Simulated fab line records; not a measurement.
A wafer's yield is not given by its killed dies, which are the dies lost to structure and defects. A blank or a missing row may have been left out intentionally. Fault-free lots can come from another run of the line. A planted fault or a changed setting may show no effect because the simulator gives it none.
Chamber matching | flow gf180mcu | 4 sister chambers for GF_V4_CMP_26 on cmp-01
The step polishes, stops on SiO2, t overpolish 15 s, target thk 0 nm. 4 wafers are shown with their chamber, then 12 later ones without.

== WAFERS, EACH WITH ITS CHAMBER ==
wafer  | chamber | time_to_endpoint_s (s)
L090.4 | 2       | 84
L091.5 | 3       | 88
L093.4 | 0       | 89
L093.5 | 1       | 82

== WAFERS MISSING THEIR CHAMBER ==
wafer  | time_to_endpoint_s (s)
L092.1 | 89
L092.2 | 81
L092.5 | 86
L094.1 | 81
L094.2 | 82
L094.3 | 90
L095.1 | 85
L095.3 | 80
L095.6 | 86
L096.3 | 96
L096.4 | 84
L096.5 | 89

== WHICH CHAMBER EACH ONE RAN IN ==
wafer  | from the rows above               | in truth
L092.1 | can't be placed: 0 or 3           | 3
L092.2 | can't be placed: 1 or 2           | 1
L092.5 | can't be placed: 2 or 3 or 0 or 1 | 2
L094.1 | can't be placed: 1 or 2           | 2
L094.2 | can't be placed: 1 or 2           | 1
L094.3 | can't be placed: 0 or 3           | 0
L095.1 | can't be placed: 2 or 1 or 3 or 0 | 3
L095.3 | can't be placed: 1 or 2           | 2
L095.6 | can't be placed: 2 or 3 or 0 or 1 | 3
L096.3 | can't be placed: 0 or 3           | 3
L096.4 | can't be placed: 2 or 1 or 3      | 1
L096.5 | can't be placed: 0 or 3           | 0
Correct placement for 0 of the 12. From these rows, 12 cannot be placed; in 12 the true chamber is one of the candidates. Number placed wrongly: 0.
How it was worked out, from the rows above alone: a wafer's distance from a chamber is the root of the sum, over the readings, of the square of ((its reading less the chamber's mean) divided by the reading's scatter). If the next closest chamber is less than 2 further off than the closest, the wafer can't be placed; otherwise it belongs to the closest. Each chamber's mean is taken over the wafers shown for it. The scatter (one wafer shown for each chamber): square how far every hidden wafer sits from the nearest shown wafer, average those squares and take the square root.
